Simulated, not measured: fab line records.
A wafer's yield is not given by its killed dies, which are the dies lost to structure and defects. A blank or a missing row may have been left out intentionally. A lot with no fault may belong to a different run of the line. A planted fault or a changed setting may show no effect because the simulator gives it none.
What tool caused it? | flow sky130 | at 1 step of a route of 708, 12 lots with 36 wafers sampled

== WHAT THE GAUGES READ, wafer by wafer ==
SKY_LDD_LDN_OVL_MEAS_07.
lot  | measured     | on         | LDD_LDN_OVL (nm)
L562 | day 22 23:59 | overlay-01 | -1.0 -1.0 0.3
L563 | day 23 13:40 | overlay-02 | -1.6 -2.3 -0.7
L566 | day 24 02:22 | overlay-01 | -0.1 0.4 0.1
L568 | day 25 00:09 | overlay-02 | -0.5 0.2 -1.0
L569 | day 25 15:40 | overlay-01 | -1.8 1.9 -2.0
L574 | day 27 14:48 | overlay-02 | 2.6 2.5 2.1
L576 | day 27 23:57 | overlay-01 | 1.7 0.4 2.0
L579 | day 28 18:58 | overlay-01 | 0.1 0.2 1.0
L581 | day 29 09:00 | overlay-02 | 2.3 2.6 0.5
L583 | day 30 03:28 | overlay-01 | -1.1 0.8 -1.2
L584 | day 30 11:14 | overlay-02 | 0.1 -0.1 -0.6
L585 | day 30 22:16 | overlay-02 | -3.7 -1.9 0.0

== TOOL THAT RAN EACH LOT (tool first, then ch and the chambers of the sampled wafers, then the start) ==
No process step before these readings appears in the record.

== AS READ BY THE TOOLS THEMSELVES (means over the sampled wafers that have a number; for cases with no such wafer, the mark the record gives instead) ==
The record holds no such reading with a usual standard deviation.

== THE ANSWER, worked out from the rows above alone ==
Rule: the usual values come from the lots themselves. Put in order of their means at a reading, lots are off if they are a third of the lots or fewer, leave a main group of 4 or more, and stand apart from it by a gap of 3 or more times the standard deviation of the main group's means; of several such gaps the widest counts. The tables above print the reading to a certain number of digits; a main group whose means all agree to those digits is not used. A lot without any number at a reading at which 4 lots or more have one is off too. All remaining lots with rows at the step are treated as sound. First the gauges in route order, then the tools' own readings, where a lot's mean is used as printed above. At the first step where some lot is off, the reading lying furthest off is the one used; lots without a number count as furthest.
None of the lots is off at any reading shown; this tells nothing.

== WHAT HAD BEEN PUT IN BY THE SIMULATOR ==
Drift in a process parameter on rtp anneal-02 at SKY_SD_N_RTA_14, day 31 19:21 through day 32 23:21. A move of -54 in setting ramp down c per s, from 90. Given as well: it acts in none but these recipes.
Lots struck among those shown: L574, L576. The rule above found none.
